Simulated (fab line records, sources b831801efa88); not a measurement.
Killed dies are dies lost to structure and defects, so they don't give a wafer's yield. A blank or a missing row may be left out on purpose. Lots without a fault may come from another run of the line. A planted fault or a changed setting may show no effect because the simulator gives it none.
Which tool did it? | flow gf180mcu | 14 lots, 40 wafers sampled, at 1 step of a route of 602

WHAT THE GAUGES READ, wafer by wafer
GF_M5_OVL_MEAS_08.
lot  | measured     | on         | M5_OVL (nm)
L848 | day 27 08:29 | overlay-01 | -3 -1 -5
L850 | day 28 03:35 | overlay-01 | -6 -10 -5
L851 | day 28 12:52 | overlay-02 | -11 -5 -1
L852 | day 28 13:34 | overlay-01 | 4 3 5
L853 | day 29 04:39 | overlay-01 | -4 -6 -2
L855 | day 29 17:28 | overlay-01 | -6 -10 -8
L856 | day 30 00:10 | overlay-01 | -11 -3 -4
L857 | day 30 03:01 | overlay-02 | -12 -4 2
L862 | day 31 14:01 | overlay-02 | 6 -4 3
L864 | day 32 02:25 | overlay-01 | -9 -12
L865 | day 32 07:02 | overlay-02 | -4 -4 -1
L866 | day 32 12:06 | overlay-01 | -11 -13
L867 | day 32 17:17 | overlay-02 | -4 -2 -6
L868 | day 33 03:46 | overlay-02 | -2 -7 -7

WHICH TOOL RAN EACH LOT (tool, then ch and the chambers of the sampled wafers, then the start)
The record holds no process step before these readings.

WHAT THE TOOLS THEMSELVES READ (means of the sampled wafers that have a number; where no wafer has one, the mark that the record gives instead)
The record holds no such reading with a usual standard deviation.

THE ANSWER, worked out from the rows above alone
Rule: what is usual is taken from the lots themselves. Put in order of their means at a reading, lots are off if they are a third of the lots or fewer, leave a main group of 4 or more, and stand apart from it by a gap of 3 or more times the standard deviation of the main group's means; of several such gaps the widest counts. A main group whose means are all the same, to the digits that the tables above print for the reading, isn't used. A lot without any number at a reading at which 4 lots or more have one is off too. The other lots that the step has rows for count as sound. The gauges are gone through in route order, then the tools' own readings, and for those a lot's mean is taken as printed above. The first step at which some lot is off is used, and at that step the reading that is off furthest; a lot without a number counts as furthest.
No lot is off at any reading shown: from this, nothing can be told.

WHAT THE SIMULATOR HAD PUT IN
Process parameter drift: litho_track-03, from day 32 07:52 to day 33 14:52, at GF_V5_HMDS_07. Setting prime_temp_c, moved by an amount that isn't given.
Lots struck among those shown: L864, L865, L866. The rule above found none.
